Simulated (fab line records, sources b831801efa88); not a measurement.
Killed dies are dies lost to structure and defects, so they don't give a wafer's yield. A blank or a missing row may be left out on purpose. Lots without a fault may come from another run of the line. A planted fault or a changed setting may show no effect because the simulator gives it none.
Which tool did it? | flow gf180mcu | 6 lots, 18 wafers sampled, at 3 steps of a route of 602

WHAT THE GAUGES READ, wafer by wafer
GF_HV_LDD_THK_MEAS_55.
lot  | measured     | on            | HV_LDD_CVD_54_THK (nm)
L288 | day 12 23:04 | film_metro-02 | 9.96 9.96 9.91
L290 | day 13 13:18 | film_metro-03 | 10.01 9.96 10.08
L293 | day 14 08:41 | film_metro-01 | 9.91 9.97 9.92
L296 | day 15 08:13 | film_metro-03 | 10.04 9.92 10.09
L299 | day 16 10:18 | film_metro-03 | 10.16 10.03 10.07
L304 | day 18 05:07 | film_metro-01 | 9.89 9.95 9.83

WHICH TOOL RAN EACH LOT (tool, then ch and the chambers of the sampled wafers, then the start)
lot  | GF_DNWELL_STRIP_08                  | GF_HV_LDD_CVD_54
L288 | plasma_asher-03 ch 0,1, day 3 02:09 | lpcvd-02 ch 1, day 12 22:01
L290 | plasma_asher-03 ch 0,1, day 3 10:11 | lpcvd-01 ch 0, day 13 12:16
L293 | plasma_asher-01 ch 0,1, day 4 03:23 | lpcvd-02 ch 0, day 14 07:39
L296 | plasma_asher-03 ch 0,1, day 4 19:33 | lpcvd-01 ch 1, day 15 07:11
L299 | plasma_asher-02 ch 0,1, day 5 11:41 | lpcvd-02 ch 0, day 16 09:17
L304 | plasma_asher-01 ch 0,1, day 6 13:04 | lpcvd-01 ch 0, day 18 04:05
- GF_DNWELL_STRIP_08: strips in O2/N2.
- GF_HV_LDD_CVD_54: deposits SiO2 from TEOS, target thk 10 nm, time 75 s.

THE ANSWER, worked out from the rows above alone
Rule: what is usual is taken from the lots themselves. Put in order of their means at a reading, lots are off if they are a third of the lots or fewer, leave a main group of 4 or more, and stand apart from it by a gap of 3 or more times the standard deviation of the main group's means; of several such gaps the widest counts. A main group whose means are all the same, to the digits that the tables above print for the reading, isn't used. A lot without any number at a reading at which 4 lots or more have one is off too. The other lots that the step has rows for count as sound.
No lot is off at any reading shown: from this, nothing can be told.

WHAT THE SIMULATOR HAD PUT IN
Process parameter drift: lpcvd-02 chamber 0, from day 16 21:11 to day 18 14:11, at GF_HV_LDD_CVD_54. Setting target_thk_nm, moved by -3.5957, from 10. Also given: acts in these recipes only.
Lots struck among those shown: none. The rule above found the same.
